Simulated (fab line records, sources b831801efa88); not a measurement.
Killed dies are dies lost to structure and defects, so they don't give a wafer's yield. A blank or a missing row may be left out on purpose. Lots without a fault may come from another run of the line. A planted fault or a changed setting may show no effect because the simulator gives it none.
Which tool did it? | flow sky130 | 11 lots, 33 wafers sampled, at 4 steps of a route of 708

WHAT THE GAUGES READ, wafer by wafer
SKY_VIA1_OVL_MEAS_13.
lot  | measured     | on         | VIA1_OVL (nm)
L659 | day 33 18:17 | overlay-02 | -3 1 -4
L660 | day 33 22:14 | overlay-01 | -7 -1 -2
L661 | day 34 11:21 | overlay-02 | -4 6 -4
L662 | day 34 18:53 | overlay-01 | 63 68 65
L663 | day 35 12:51 | overlay-02 | -1 -4 -6
L667 | day 36 13:41 | overlay-02 | 9 8 12
L670 | day 37 08:05 | overlay-01 | 56 63 58
L671 | day 37 16:47 | overlay-02 | 0 -1 3
L674 | day 39 01:47 | overlay-01 | 0 0 -2
L681 | day 41 01:56 | overlay-02 | -4 3 -2
L682 | day 41 05:22 | overlay-02 | -7 -10 -8

WHICH TOOL RAN EACH LOT (tool, then ch and the chambers of the sampled wafers, then the start)
lot  | SKY_CONTACT_SPUTTER_23       | SKY_METAL1_SPUTTER_02        | SKY_VIA1_EXPOSE_09
L659 | pvd_sputter-02, day 31 09:02 | pvd_sputter-01, day 31 09:51 | krf_scanner-01 ch 0, day 33 04:41
L660 | pvd_sputter-02, day 31 14:23 | pvd_sputter-01, day 31 15:05 | krf_scanner-02 ch 0, day 33 08:34
L661 | pvd_sputter-01, day 32 04:20 | pvd_sputter-04, day 32 05:02 | krf_scanner-02 ch 0, day 33 22:44
L662 | pvd_sputter-02, day 32 10:47 | pvd_sputter-04, day 32 11:29 | krf_scanner-02 ch 0, day 34 05:29
L663 | pvd_sputter-03, day 33 05:23 | pvd_sputter-01, day 33 06:05 | krf_scanner-01 ch 0, day 34 23:56
L667 | pvd_sputter-03, day 34 06:33 | pvd_sputter-04, day 34 07:15 | krf_scanner-01 ch 0, day 36 01:00
L670 | pvd_sputter-03, day 35 02:18 | pvd_sputter-02, day 35 03:00 | krf_scanner-02 ch 0, day 36 19:16
L671 | pvd_sputter-03, day 35 10:20 | pvd_sputter-02, day 35 11:19 | krf_scanner-01 ch 0, day 37 04:09
L674 | pvd_sputter-02, day 36 21:05 | pvd_sputter-01, day 36 21:47 | krf_scanner-01 ch 0, day 38 14:06
L681 | pvd_sputter-03, day 38 21:37 | pvd_sputter-04, day 38 22:18 | krf_scanner-01 ch 0, day 40 14:05
L682 | pvd_sputter-03, day 39 00:23 | pvd_sputter-04, day 39 01:05 | krf_scanner-01 ch 0, day 40 16:40
- SKY_CONTACT_SPUTTER_23: material TiN, target thk 20 nm, time 80 s.
- SKY_METAL1_SPUTTER_02: material AlCu, target thk 250 nm, time 13.3 s.
- SKY_VIA1_EXPOSE_09: exposes mask VIM, target cd 150 nm.

WHAT THE TOOLS THEMSELVES READ (means of the sampled wafers that have a number; where no wafer has one, the mark that the record gives instead)
SKY_CONTACT_SPUTTER_23.
lot  | tool           | cathode_dc_power_W (W) | chamber_pressure_pa (Pa) | throttle_valve_pct (%)
L659 | pvd_sputter-02 | 4000.7                 | 4.986                    | 30.7
L660 | pvd_sputter-02 | 4000.4                 | 5.001                    | 29.9
L661 | pvd_sputter-01 | 4000.0                 | 4.992                    | 29.7
L662 | pvd_sputter-02 | 4000.3                 | 4.991                    | 30.5
L663 | pvd_sputter-03 | 3999.8                 | 5.013                    | 29.7
L667 | pvd_sputter-03 | 4000.0                 | 4.999                    | 29.6
L670 | pvd_sputter-03 | 3999.5                 | 5.000                    | 30.1
L671 | pvd_sputter-03 | 4000.9                 | 4.995                    | 29.6
L674 | pvd_sputter-02 | 3999.8                 | 4.999                    | 29.8
L681 | pvd_sputter-03 | 4000.1                 | 4.998                    | 30.1
L682 | pvd_sputter-03 | 3999.8                 | 5.012                    | 29.4

SKY_METAL1_SPUTTER_02.
lot  | tool           | cathode_dc_power_W (W) | chamber_pressure_pa (Pa) | throttle_valve_pct (%)
L659 | pvd_sputter-01 | 10597                  | 0.4002                   | 29.2
L660 | pvd_sputter-01 | 10601                  | 0.4001                   | 29.2
L661 | pvd_sputter-04 | 10600                  | 0.4006                   | 30.0
L662 | pvd_sputter-04 | 10601                  | 0.4004                   | 29.4
L663 | pvd_sputter-01 | 10601                  | 0.3994                   | 29.0
L667 | pvd_sputter-04 | 10601                  | 0.4005                   | 30.1
L670 | pvd_sputter-02 | 10599                  | 0.3993                   | 30.6
L671 | pvd_sputter-02 | 10599                  | 0.3997                   | 30.3
L674 | pvd_sputter-01 | 10601                  | 0.3998                   | 28.8
L681 | pvd_sputter-04 | 10600                  | 0.4001                   | 30.1
L682 | pvd_sputter-04 | 10601                  | 0.3997                   | 29.9

THE ANSWER, worked out from the rows above alone
Rule: what is usual is taken from the lots themselves. Put in order of their means at a reading, lots are off if they are a third of the lots or fewer, leave a main group of 4 or more, and stand apart from it by a gap of 3 or more times the standard deviation of the main group's means; of several such gaps the widest counts. A main group whose means are all the same, to the digits that the tables above print for the reading, isn't used. A lot without any number at a reading at which 4 lots or more have one is off too. The other lots that the step has rows for count as sound. The gauges are gone through in route order, then the tools' own readings, and for those a lot's mean is taken as printed above. The first step at which some lot is off is used, and at that step the reading that is off furthest; a lot without a number counts as furthest.
Off: L662, L670, at SKY_VIA1_OVL_MEAS_13 (VIA1_OVL). The main group: mean -1 nm, standard deviation 4.5.
A tool fits if, at a process step before that reading, it ran every lot that is off, and no sound lot after the first of them. The gauges at SKY_VIA1_OVL_MEAS_13 are tried like those tools. One fits: krf_scanner-02 at SKY_VIA1_EXPOSE_09. Its last sound lot is L661 (day 33 22:44), its first lot that is off L662 (day 34 05:29): a fault that began between those two fits.

WHAT THE SIMULATOR HAD PUT IN
Scanner matching overlay: krf_scanner-02, from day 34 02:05 on, at SKY_VIA1_EXPOSE_09. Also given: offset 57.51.
Lots struck among those shown: L662, L670. The rule above found the same.
